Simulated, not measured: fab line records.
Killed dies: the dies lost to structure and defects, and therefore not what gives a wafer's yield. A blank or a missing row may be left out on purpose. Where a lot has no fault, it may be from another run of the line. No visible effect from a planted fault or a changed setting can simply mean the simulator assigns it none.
One fault seen from 2 desks || flow gf180mcu || each desk has only its own numbers; what lay behind them comes last

== AT THE TOOL OWNER'S DESK: plasma-asher-01 ==
The tool's own readings at GF_MVSD_STRIP_10 (strips in O2/N2): means of the sampled wafers that have a number, for each lot that ran on this tool. Marked OUT: a lot whose mean sits more than 4 standard deviations from the usual mean, which makes it out of limits; the brackets give that distance.
Columns: A = drypump-motor-current-A at GF_MVSD_STRIP_10, usual 5.8 A; B = heater-power-w at GF_MVSD_STRIP_10, usual 343 W; C = oes-product-au at GF_MVSD_STRIP_10, usual 0.722 a.u.; D = strip-time-to-endpoint-s at GF_MVSD_STRIP_10, usual 36.92 s
{"lot": "L946", "first seen here": "day 5 15:03", "A": 6.3, "B": 295, "C": 0.723, "D": 36.98}
{"lot": "L947", "first seen here": "day 5 20:05", "A": 6.3, "B": 291, "C": 0.722, "D": 36.91}
{"lot": "L948", "first seen here": "day 6 02:30", "A": 6.3, "B": 295, "C": "0.797 (+18) OUT", "D": 36.97}
{"lot": "L953", "first seen here": "day 7 08:40", "A": 6.1, "B": 333, "C": "0.796 (+17) OUT", "D": 36.97}
{"lot": "L964", "first seen here": "day 9 23:14", "A": 6.1, "B": 333, "C": 0.719, "D": 36.90}
This desk's finding: out of limits on L948, L953; first on L948, day 6 02:30 (oes-product-au at GF_MVSD_STRIP_10). L946, L947, L964: within limits.

== METROLOGY DESK ==
Means of the sampled wafers that have a number, per lot and without regard to the tool the lot ran on: this is what the gauges read. Marked OUT: a lot whose mean sits more than 4 standard deviations from the usual mean, which makes it out of limits; the brackets give that distance.
Columns: A = POLY_GATE_CVD_00_THK at GF_POLY_GATE_THK_MEAS_01, usual 195.2 nm; B = cd-nm at GF_PSD_CD_MEAS_07, usual 398.2 nm
{"lot": "L942", "first seen here": "day 9 00:32", "A": 196.1, "B": 399.9}
{"lot": "L944", "first seen here": "day 9 14:35", "A": 195.3, "B": 392.9}
{"lot": "L945", "first seen here": "day 9 17:40", "A": 191.8, "B": 398.5}
{"lot": "L946", "first seen here": "day 10 00:14", "A": 194.8, "B": 397.1}
{"lot": "L947", "first seen here": "day 10 04:13", "A": 193.0, "B": 396.8}
{"lot": "L948", "first seen here": "day 10 08:56", "A": 194.2, "B": 400.1}
{"lot": "L951", "first seen here": "day 11 06:35", "A": 191.8, "B": 400.3}
{"lot": "L953", "first seen here": "day 11 22:13", "A": 193.5, "B": 397.8}
{"lot": "L958", "first seen here": "day 13 08:18", "A": 193.0, "B": 397.8}
{"lot": "L959", "first seen here": "day 13 14:58", "A": 194.0, "B": 398.4}
{"lot": "L960", "first seen here": "day 14 02:08", "A": 196.2, "B": 396.6}
{"lot": "L963", "first seen here": "day 14 20:02", "A": 197.0, "B": 398.4}
{"lot": "L964", "first seen here": "day 15 04:04", "A": 198.3, "B": 401.4}
This desk's finding: nothing out of limits on any of the 13 lots.

== ALL TOGETHER ==
The tool owner's desk could have raised an alarm at day 6 02:30, on L948, L953.
Metrology desk: nothing out of limits seen.
The metrology desk has L948, L953 on record, within its limits.
The lots listed all ran GF_MVSD_STRIP_10 on plasma-asher-01.

== WHAT WAS PUT IN BY THE SIMULATOR ==
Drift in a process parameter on plasma-asher-01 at GF_MVSD_STRIP_10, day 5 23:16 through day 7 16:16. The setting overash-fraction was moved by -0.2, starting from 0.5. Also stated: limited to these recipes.
Struck lots among those shown: L948, L953.
Hours from the fault's start to each desk's first reading out of limits: the tool owner's desk, 3.
